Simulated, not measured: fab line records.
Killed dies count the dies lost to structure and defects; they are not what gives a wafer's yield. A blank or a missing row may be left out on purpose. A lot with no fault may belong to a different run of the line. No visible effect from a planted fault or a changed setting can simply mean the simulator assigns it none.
Split-lot study -- flow sfq-line -- 11 wafers read from 5 lots, route of 325 steps

== SPLIT DETAILS ==
At SFQ_TRILAYER_I4_VIA_LITHO_COAT_108 (resist thk 62 nm), the setting spin-rpm was moved away from the recipe's 3000 rpm on 4 of the 11 wafers read, by -5.1% to +3.5%. This setting was run at the recipe's value on the other wafers.

== FROM THE SPLIT TO THE READING: what the file shows between them, 3 steps ==
- SFQ_TRILAYER_I4_VIA_LITHO_EXPOSE_104: exposes mask I4, target cd 700 nm (also split here: dose-mj)
- SFQ_TRILAYER_I4_VIA_LITHO_PEB_106: peb time 57.93 s
- SFQ_TRILAYER_I4_VIA_LITHO_DEVELOP_105: time 60 s

== THE READING ==
etch.depth-nm (the simulator's own value, which no gauge read), in nm, at SFQ_TRILAYER_I4_VIA_BARC_OPEN_VIA_ETCH_146 (etches BARC in O2, target depth 125 nm, time 41.7 s). The file does not state a usual value for it. The 7 wafers here that ran the recipe average 61.92 nm, standard deviation 0.14 nm.

wafer,"tool, chamber at the split","spin-rpm as run, rpm",against the recipe,"etch.depth-nm, nm",against lot-mates on the recipe
L078.3,"litho-track-01, 0",2873,-4.2%,63.31,no lot-mate on the recipe
L078.5,"litho-track-01, 0",2873,-4.2%,63.27,no lot-mate on the recipe
L079.1,"litho-track-03, 0",3000,recipe,61.77,-
L079.4,"litho-track-03, 0",3000,recipe,61.84,-
L079.5,"litho-track-03, 0",3000,recipe,62.01,-
L080.2,"litho-track-01, 0",3105,+3.5%,60.91,-0.90
L080.5,"litho-track-01, 0",3000,recipe,61.81,-
L084.4,"litho-track-04, 0",3000,recipe,61.81,-
L085.1,"litho-track-03, 0",2847,-5.1%,63.68,+1.57
L085.2,"litho-track-03, 0",3000,recipe,62.06,-
L085.4,"litho-track-03, 0",3000,recipe,62.15,-

THE FIT
A straight line over all 11 wafers: etch.depth-nm changes by -0.322 nm for each +1% of spin-rpm; r = -0.99; the points scatter about the line by 0.13 nm.
The same after taking each lot's own level away (the mean of its wafers on the recipe; 9 wafers): -0.291 nm for each +1%; r = -0.99; scatter 0.086 nm.
On that fit, the largest move of spin-rpm shifts the reading by 1.5 nm.
The span of the lots' own levels, 61.810 to 62.105 nm, comes to 2.1 times the standard deviation stated above.
So the lot-to-lot level changes the slope: the two fits differ.
Check: for one of the wafers moved furthest among these (-5.1%), held out of the fit, the line's prediction against its lot-mates is +1.31 nm. It came out at +1.57 nm against them.

== OTHER SPLITS APPLIED TO THESE WAFERS ==
Other splits were also applied to these wafers ahead of the reading. Each is held against what the fit with the lots' levels taken away leaves over:
other split on the same wafers,wafers away from the commonest value,r with etch.depth-nm (lot level and that fit taken away)
SFQ_TRILAYER_M4_DEP_SPUTTER_091 power-w,4,+0.31
SFQ_TRILAYER_M4_LITHO_COAT_098 resist-thk-nm,4,-0.02
SFQ_TRILAYER_I4_DEP_PECVD_099 rf-w,3,-0.01
SFQ_TRILAYER_I4_VIA_LITHO_EXPOSE_104 dose-mj,2,-0.12

== THE WHOLE CHAIN: every reading that the file lists as answering this split, in the file's order ==
step,what it does,reading,change (the file's fit),r (the file's)
SFQ_TRILAYER_I4_VIA_LITHO_COAT_108,resist thk 62 nm,"BARC_of_TRILAYER_I4_VIA_LITHO_COAT_108.thk-nm (the simulator's own value, which no gauge read)",-0.318 nm for each +1% of the setting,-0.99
SFQ_TRILAYER_I4_VIA_BARC_OPEN_VIA_ETCH_146,"etches BARC in O2, target depth 125 nm, time 41.7 s","etch.depth-nm (the simulator's own value, which no gauge read)",-0.295 nm for each +1% of the setting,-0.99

== FILE'S OWN FIT ==
etch.depth-nm changes by -0.295 nm for each +1% of spin-rpm, r = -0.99.
